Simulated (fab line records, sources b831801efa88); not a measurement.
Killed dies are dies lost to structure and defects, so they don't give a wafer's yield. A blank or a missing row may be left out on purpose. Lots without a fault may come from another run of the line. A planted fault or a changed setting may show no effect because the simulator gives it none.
Problem report in the 8D (eight disciplines) form, filled by code | flow sky130 | the parts of the form that need people (team, actions taken, sign-off) are left out

1. THE PROBLEM
heater_power_total_W at SKY_LDD_LDN_SOFTBAKE_03 reads a mean of 54.22 W on 6 wafers of 2 lots; wafers without a fault read 56.60 W with a standard deviation of 0.044. That is -54 standard deviations from the usual mean.
The step: time 60 s.
First seen on wafer L849.1, day 26 05:56, on litho_track-03. The record holds 18 wafers of 6 lots with a number at this step. Rule for "out", or "out of limits": more than 4 standard deviations from the usual mean. The other wafers with a number count as sound.

2. WHAT IT IS AND WHAT IT IS NOT
question                    | is                                 | is not
which readings at this step | heater_power_total_W, plate_temp_C | -
which lots                  | L849, L850                         | L841, L846, L857, L861
which wafers of those lots  | all that have a number             | -
read on which tools         | litho_track-03                     | litho_track-01
when                        | from day 26 05:56                  | up to then (6 sound wafers); but 6 sound wafers of L857, L861 came after

3. SUSPECTS, AND WHAT RULES EACH OUT
Counting: a tool at a process step up to the reading stays a suspect if it ran every lot that is out and no sound lot after the first of them.
- litho_track-03 at SKY_LDD_LDN_SOFTBAKE_03 (time 60 s): ruled out as a lasting fault. Sound lots L861 ran on it after its first lot that is out, L849 (day 26 05:56).
Left after counting: nothing in the record.

4. THE CAUSE (what the simulator had put in)
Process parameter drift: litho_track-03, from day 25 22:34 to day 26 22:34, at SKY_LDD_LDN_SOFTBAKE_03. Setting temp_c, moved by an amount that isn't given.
Counting ruled it out, wrongly.

5. THE CHAIN OF EFFECTS, in route order
Each row: a reading whose mean over the struck wafers that have a number lies more than 3 standard deviations from the usual. Only readings for which the record gives a usual standard deviation are gone through. hours: the time from each lot's start at the first step in this table that gives one to its start at this step, as a median over the lots. sigmas: the change in usual standard deviations.
hours | step                    | reading              | usual   | on struck wafers | change | sigmas
0     | SKY_LDD_LDN_SOFTBAKE_03 | heater_power_total_W | 56.60 W | 54.22            | -2.38  | -54
0     | SKY_LDD_LDN_SOFTBAKE_03 | plate_temp_C         | 90.03 C | 87.36            | -2.67  | -22
The process steps in it:
- SKY_LDD_LDN_SOFTBAKE_03: time 60 s.
Later measuring or inspecting steps at which every struck wafer that the step has a row for has a number for every such reading, and none has moved that far: SKY_LDD_LDN_OVL_MEAS_07.

6. WHAT WOULD HAVE CAUGHT IT SOONER
In this record the first reading out of limits was taken at day 26 05:56, 7 hours after the fault began at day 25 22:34.
